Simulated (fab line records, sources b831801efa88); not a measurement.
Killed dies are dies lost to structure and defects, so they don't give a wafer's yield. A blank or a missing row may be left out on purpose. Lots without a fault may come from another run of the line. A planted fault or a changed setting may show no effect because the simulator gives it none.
Which tool did it? | flow gf180mcu | 12 lots, 36 wafers sampled, at 3 steps of a route of 602

WHAT THE GAUGES READ, wafer by wafer
GF_V5_THK_MEAS_25: measures by xrf. Usual: V5_W_THK 356 nm, standard deviation 6.3.
lot  | measured     | on            | V5_W_THK (nm) | flag
L621 | day 27 21:35 | film_metro-03 | 356 359 356   |
L623 | day 28 04:40 | film_metro-04 | 368 363 359   |
L624 | day 28 22:34 | film_metro-03 | 370 363 368   |
L625 | day 29 13:38 | film_metro-04 | 349 347 349   |
L627 | day 29 21:23 | film_metro-04 | 348 351 351   |
L631 | day 31 09:17 | film_metro-03 | 363 357 364   |
L632 | day 31 10:14 | film_metro-03 | 351 352 350   |
L635 | day 32 00:05 | film_metro-03 | 352 351 349   |
L638 | day 32 23:34 | film_metro-03 | 349 348 353   |
L642 | day 33 19:40 | film_metro-04 | 359 360 364   |
L643 | day 34 08:47 | film_metro-03 | 358 366 367   |
L644 | day 34 09:33 | film_metro-03 | 353 361 362   |

WHICH TOOL RAN EACH LOT (tool, then ch and the chambers of the sampled wafers, then the start)
lot  | GF_MIM_SPUTTER_02            | GF_M5_METAL_ETCH_10
L621 | pvd_sputter-04, day 25 04:21 | rie_metal-03 ch 0, day 26 23:01
L623 | pvd_sputter-02, day 25 09:11 | rie_metal-03 ch 0,1, day 27 05:14
L624 | pvd_sputter-02, day 26 04:02 | rie_metal-03 ch 0,1, day 27 23:05
L625 | pvd_sputter-04, day 27 00:19 | rie_metal-03 ch 0,1, day 28 15:35
L627 | pvd_sputter-02, day 27 06:07 | rie_metal-04 ch 0,1, day 28 23:10
L631 | pvd_sputter-04, day 28 21:08 | rie_metal-04 ch 0, day 30 12:34
L632 | pvd_sputter-04, day 28 21:39 | rie_metal-03 ch 0,1, day 30 12:55
L635 | pvd_sputter-02, day 29 14:49 | rie_metal-04 ch 0,1, day 31 03:53
L638 | pvd_sputter-01, day 30 15:07 | rie_metal-03 ch 0, day 32 04:25
L642 | pvd_sputter-04, day 31 12:55 | rie_metal-02 ch 1, day 33 00:24
L643 | pvd_sputter-04, day 32 04:11 | rie_metal-02 ch 0,1, day 33 13:31
L644 | pvd_sputter-01, day 32 06:42 | rie_metal-04 ch 0,1, day 33 15:29
- GF_MIM_SPUTTER_02: material AlCu, target thk 450 nm, time 23.9 s.
- GF_M5_METAL_ETCH_10: etches the open film in Cl2/BCl3, stops on SiO2, target depth 627.5 nm, time 104.6 s.

WHAT THE TOOLS THEMSELVES READ (means of the sampled wafers that have a number; where no wafer has one, the mark that the record gives instead)
GF_MIM_SPUTTER_02. Usual: cathode_dc_power_W 10600 W, standard deviation 1.9; throttle_valve_pct 30.0 %, standard deviation 1.4.
lot  | tool           | cathode_dc_power_W (W) | throttle_valve_pct (%) | flag
L621 | pvd_sputter-04 | 10601                  | 31.9                   |
L623 | pvd_sputter-02 | 10599                  | 29.9                   |
L624 | pvd_sputter-02 | 10600                  | 30.3                   |
L625 | pvd_sputter-04 | 10601                  | 30.7                   |
L627 | pvd_sputter-02 | 10598                  | 29.1                   |
L631 | pvd_sputter-04 | 10601                  | 30.2                   |
L632 | pvd_sputter-04 | 10600                  | 30.1                   |
L635 | pvd_sputter-02 | 10599                  | 29.5                   |
L638 | pvd_sputter-01 | 10600                  | 29.8                   |
L642 | pvd_sputter-04 | 10601                  | 31.1                   |
L643 | pvd_sputter-04 | 10600                  | 30.4                   |
L644 | pvd_sputter-01 | 10601                  | 30.4                   |

GF_M5_METAL_ETCH_10. Usual: drypump_motor_current_A 5.7 A, standard deviation 0.64; oes_product_au 0.971 a.u., standard deviation 0.0057; throttle_valve_pct 28.251 %, standard deviation 0.011.
lot  | tool         | drypump_motor_current_A (A) | oes_product_au (a.u.) | throttle_valve_pct (%) | flag
L621 | rie_metal-03 | 6.0                         | 0.968                 | 28.262                 |
L623 | rie_metal-03 | 5.2                         | 0.963                 | 28.257                 |
L624 | rie_metal-03 | 5.2                         | 0.971                 | 28.260                 |
L625 | rie_metal-03 | 5.2                         | 0.973                 | 28.250                 |
L627 | rie_metal-04 | 5.6                         | 0.965                 | 28.254                 |
L631 | rie_metal-04 | 6.3                         | 0.976                 | 28.251                 |
L632 | rie_metal-03 | 5.2                         | 0.978                 | 28.244                 |
L635 | rie_metal-04 | 5.9                         | 0.966                 | 28.240                 |
L638 | rie_metal-03 | 6.0                         | 0.970                 | 28.254                 |
L642 | rie_metal-02 | 6.6                         | 0.973                 | 28.250                 |
L643 | rie_metal-02 | 5.8                         | 0.971                 | 28.245                 |
L644 | rie_metal-04 | 5.9                         | 0.970                 | 28.238                 |

THE ANSWER, worked out from the rows above alone
Rule: a lot is off if the mean of its wafers that have a number lies more than 3 standard deviations from the usual mean. A lot without any number at a reading at which 4 lots or more have one is off too. The other lots that the step has rows for count as sound. The gauges are gone through in route order, then the tools' own readings, and for those a lot's mean is taken as printed above. The first step at which some lot is off is used, and at that step the reading that is off furthest; a lot without a number counts as furthest.
No lot is off at any reading shown: from this, nothing can be told.

WHAT THE SIMULATOR HAD PUT IN
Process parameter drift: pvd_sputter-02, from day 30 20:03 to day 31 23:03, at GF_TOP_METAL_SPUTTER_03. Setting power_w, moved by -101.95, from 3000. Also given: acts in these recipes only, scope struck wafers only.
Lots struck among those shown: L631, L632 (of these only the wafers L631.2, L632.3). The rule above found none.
